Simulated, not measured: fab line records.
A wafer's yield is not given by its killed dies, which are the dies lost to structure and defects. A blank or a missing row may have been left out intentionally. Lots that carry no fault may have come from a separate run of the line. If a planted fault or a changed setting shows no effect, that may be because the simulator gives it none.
Chamber matching ; flow sky130 ; 4 sister chambers for SKY_VIA4_ETCH_12 on rieDiel-04
The step etches SiO2 in C4F8/O2/Ar, stops on TiN, target depth 580 nm. 24 wafers are shown with their chamber, then 12 later ones without.

## EACH WAFER AND ITS CHAMBER
wafer;chamber;oesProductAu (a.u.)
L074.1;1;0.922
L074.2;3;0.925
L074.5;1;0.921
L078.1;3;0.925
L078.3;0;0.924
L078.4;2;0.931
L082.1;1;0.921
L082.4;3;0.923
L082.5;3;0.921
L085.1;1;0.919
L085.2;3;0.925
L085.3;0;0.925
L085.4;2;0.924
L085.5;1;0.920
L085.6;2;0.930
L089.1;0;0.929
L089.4;3;0.922
L089.5;0;0.925
L091.1;2;0.919
L091.2;1;0.919
L091.3;0;0.928
L091.4;3;0.929
L091.5;3;0.925
L091.6;0;0.925

SIGNATURES (means of the wafers above)
reading;chamber 0;chamber 1;chamber 2;chamber 3;scatter within a chamber
oesProductAu;0.92600;0.92033;0.92600;0.92438;0.00286
Rule: distance of a wafer from a chamber = root of the sum over the readings of ((wafer's reading minus chamber's mean) / reading's scatter) squared. The wafer belongs to the nearest chamber; if the next one is less than 2 further off, it can't be placed. How the scatter is found: for the shown wafers, subtract from each reading the mean of its chamber, square and add these, divide the total by (wafers less chambers), then take the root.

## WAFERS WITH NO CHAMBER GIVEN
wafer;oesProductAu (a.u.)
L092.1;0.931
L092.2;0.929
L092.5;0.927
L093.1;0.918
L093.2;0.924
L093.3;0.923
L093.4;0.928
L093.5;0.921
L093.6;0.927
L097.2;0.925
L097.3;0.917
L097.5;0.923

## WHICH CHAMBER EACH WENT THROUGH
wafer;from the rows above;in truth
L092.1;can't be placed: 0 or 2 or 3 or 1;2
L092.2;can't be placed: 0 or 2 or 3 or 1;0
L092.5;can't be placed: 0 or 2 or 3 or 1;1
L093.1;can't be placed: 1 or 3 or 0 or 2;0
L093.2;can't be placed: 3 or 0 or 2 or 1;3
L093.3;can't be placed: 3 or 1 or 0 or 2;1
L093.4;can't be placed: 0 or 2 or 3 or 1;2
L093.5;can't be placed: 1 or 3 or 0 or 2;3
L093.6;can't be placed: 0 or 2 or 3 or 1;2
L097.2;can't be placed: 3 or 0 or 2 or 1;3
L097.3;can't be placed: 1 or 3 or 0 or 2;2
L097.5;can't be placed: 3 or 1 or 0 or 2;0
Placed correctly: 0 of 12. From these rows, 12 cannot be placed; in 12 the true chamber is one of the candidates. 0 placed wrongly.
